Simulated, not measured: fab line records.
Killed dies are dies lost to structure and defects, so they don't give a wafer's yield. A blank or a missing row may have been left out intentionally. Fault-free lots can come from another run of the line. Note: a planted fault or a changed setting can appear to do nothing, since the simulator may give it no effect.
What tool caused it? :: flow sky130 :: 11 lots with 33 wafers sampled at 3 steps, on a route of 708 steps

== WHAT THE GAUGES READ, wafer by wafer ==
SKY_NWELL_THK_MEAS_02.
lot: L169
measured: day 2 18:56
on: film metro-02
NWELL_OXIDATION_THK (nm): 9.88 9.74 9.81

lot: L171
measured: day 3 03:22
on: film metro-02
NWELL_OXIDATION_THK (nm): 10.15 10.20 10.27

lot: L172
measured: day 3 09:05
on: film metro-03
NWELL_OXIDATION_THK (nm): 9.73 9.85 9.90

lot: L181
measured: day 5 06:40
on: film metro-01
NWELL_OXIDATION_THK (nm): 10.30 10.39 10.40

lot: L182
measured: day 5 12:33
on: film metro-02
NWELL_OXIDATION_THK (nm): 9.92 9.96 9.90

lot: L183
measured: day 5 18:14
on: film metro-01
NWELL_OXIDATION_THK (nm): 9.98 10.10 10.03

lot: L184
measured: day 6 01:04
on: film metro-03
NWELL_OXIDATION_THK (nm): 9.67 10.03 9.78

lot: L185
measured: day 6 05:17
on: film metro-03
NWELL_OXIDATION_THK (nm): 10.00 10.17 10.12

lot: L187
measured: day 6 13:31
on: film metro-02
NWELL_OXIDATION_THK (nm): 9.82 9.78 9.79

lot: L188
measured: day 6 21:17
on: film metro-03
NWELL_OXIDATION_THK (nm): 10.12 10.06 10.12

lot: L190
measured: day 7 07:52
on: film metro-01
NWELL_OXIDATION_THK (nm): 10.16 10.03 10.18

SKY_NWELL_TW_MEAS_15.
lot: L169
measured: day 4 23:29
on: film metro-01
NWELL_TW: 1817 1820 1818

lot: L171
measured: day 5 10:17
on: film metro-03
NWELL_TW: 1801 1799 1790

lot: L172
measured: day 5 15:01
on: film metro-03
NWELL_TW: 1805 1808 1794

lot: L181
measured: day 7 19:04
on: film metro-03
NWELL_TW: 1802 1809 1797

lot: L182
measured: day 7 23:41
on: film metro-03
NWELL_TW: 1805 1820 1810

lot: L183
measured: day 8 06:30
on: film metro-01
NWELL_TW: 1808 1820 1833

lot: L184
measured: day 8 13:44
on: film metro-01
NWELL_TW: 1820 1818 1817

lot: L185
measured: day 8 18:58
on: film metro-01
NWELL_TW: 1827 1819 1821

lot: L187
measured: day 9 03:51
on: film metro-01
NWELL_TW: 1833 1828 1832

lot: L188
measured: day 9 12:14
on: film metro-02
NWELL_TW: 1830 1833 1826

lot: L190
measured: day 10 00:02
on: film metro-02
NWELL_TW: 1830 1842 1833

SKY_LDD_N_OVL_MEAS_07.
lot: L169
measured: day 18 14:52
on: overlay-02
LDD_N_OVL (nm): 0.5 2.5 2.1

lot: L171
measured: day 19 02:24
on: overlay-01
LDD_N_OVL (nm): 0.2 -2.7 1.2

lot: L172
measured: day 19 10:04
on: overlay-02
LDD_N_OVL (nm): 1.3 1.8 -1.7

lot: L181
measured: day 22 12:17
on: overlay-02
LDD_N_OVL (nm): 0.5 0.6 -0.3

lot: L182
measured: day 22 20:25
on: overlay-02
LDD_N_OVL (nm): -2.1 -1.7 -1.6

lot: L183
measured: day 23 04:58
on: overlay-01
LDD_N_OVL (nm): -0.8 -2.2 -0.6

lot: L184
measured: day 23 13:25
on: overlay-02
LDD_N_OVL (nm): 2.5 2.4 1.5

lot: L185
measured: day 23 22:55
on: overlay-02
LDD_N_OVL (nm): -0.1 -1.4 0.3

lot: L187
measured: day 24 13:33
on: overlay-01
LDD_N_OVL (nm): -0.5 -1.4 -0.9

lot: L188
measured: day 24 23:37
on: overlay-02
LDD_N_OVL (nm): 1.5 1.9 2.5

lot: L190
measured: day 25 17:07
on: overlay-02
LDD_N_OVL (nm): 0.2 -1.8 0.6

== TOOL THAT RAN EACH LOT (tool first, then ch and the chambers of the sampled wafers, then the start) ==
Before these readings, the record contains no process step.

== WHAT THE TOOLS THEMSELVES READ (means of the sampled wafers that have a number; where no wafer has one, the mark that the record gives instead) ==
The record holds no such reading with a usual standard deviation.

== THE ANSWER, worked out from the rows above alone ==
Rule: usual is defined by the lots themselves. The widest of any qualifying gaps counts: lots, ordered by their means at a reading, are off when they make up no more than a third of the lots, leave a main group of 4 or more, and stand apart from it by 3 or more times the standard deviation of that group's means. The tables above print the reading to a certain number of digits; a main group whose means all agree to those digits is not used. Also off: a lot with no number at a reading for which 4 or more lots have one. All remaining lots with rows at the step are treated as sound. The gauges are gone through in route order, then the tools' own readings, and for those a lot's mean is taken as printed above. The first step at which some lot is off is used, and at that step the reading that is off furthest; a lot without a number counts as furthest.
None of the lots is off at any reading shown; this tells nothing.

== WHAT WAS PUT IN BY THE SIMULATOR ==
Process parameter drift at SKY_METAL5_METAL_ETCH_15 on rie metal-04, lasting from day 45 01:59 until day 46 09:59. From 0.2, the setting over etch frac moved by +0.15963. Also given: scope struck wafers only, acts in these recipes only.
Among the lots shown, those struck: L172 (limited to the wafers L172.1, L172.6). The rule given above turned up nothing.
